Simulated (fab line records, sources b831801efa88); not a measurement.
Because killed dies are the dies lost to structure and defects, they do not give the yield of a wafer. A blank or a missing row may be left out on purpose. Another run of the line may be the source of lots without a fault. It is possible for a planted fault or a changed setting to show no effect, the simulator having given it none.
Matching of chambers	flow sky130	4 sister chambers for SKY_VIA3_ETCH_14 on rie diel-01
The step etches BARC in N2/H2, stops on SiO2, time 45.9 s, target depth 60 nm. 8 wafers are shown with their chamber, then 8 later ones without.

## EACH WAFER AND ITS CHAMBER
wafer	chamber	oes product au (a.u.)	throttle valve pct (%)
L528.3	3	0.854	13.253
L532.2	0	0.866	13.224
L532.5	2	0.864	13.232
L533.2	0	0.854	13.228
L538.3	2	0.850	13.219
L538.4	1	0.851	13.212
L538.5	1	0.852	13.236
L542.1	3	0.850	13.227

## WAFERS WHOSE CHAMBER IS MISSING
wafer	oes product au (a.u.)	throttle valve pct (%)
L542.5	0.841	13.213
L542.6	0.850	13.231
L544.2	0.851	13.224
L544.3	0.855	13.218
L544.4	0.845	13.227
L547.1	0.865	13.217
L547.3	0.866	13.232
L547.4	0.849	13.222

## WHICH CHAMBER EACH ONE RAN IN
wafer	from the rows above	in truth
L542.5	can't be placed: 1 or 2 or 3 or 0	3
L542.6	can't be placed: 1 or 3 or 2 or 0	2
L544.2	can't be placed: 1 or 2 or 3 or 0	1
L544.3	can't be placed: 2 or 1 or 0 or 3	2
L544.4	can't be placed: 1 or 3 or 2 or 0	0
L547.1	can't be placed: 0 or 2 or 1 or 3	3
L547.3	can't be placed: 0 or 2 or 3 or 1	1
L547.4	can't be placed: 1 or 2 or 3 or 0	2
Correctly placed: 0 of 8. Cannot be placed on the basis of these rows: 8; the candidates contain the true chamber in 8. Placed wrongly: 0.
How it was worked out, from the rows above alone: a wafer's distance from a chamber is the root of the sum, over the readings, of the square of ((its reading less the chamber's mean) divided by the reading's scatter). The wafer belongs to the nearest chamber; if the next one is less than 2 further off, it can't be placed. The mean given for a chamber averages the wafers shown for that chamber. How the scatter is found: for the shown wafers, subtract from each reading the mean of its chamber, square and add these, divide the total by (wafers less chambers), then take the root.
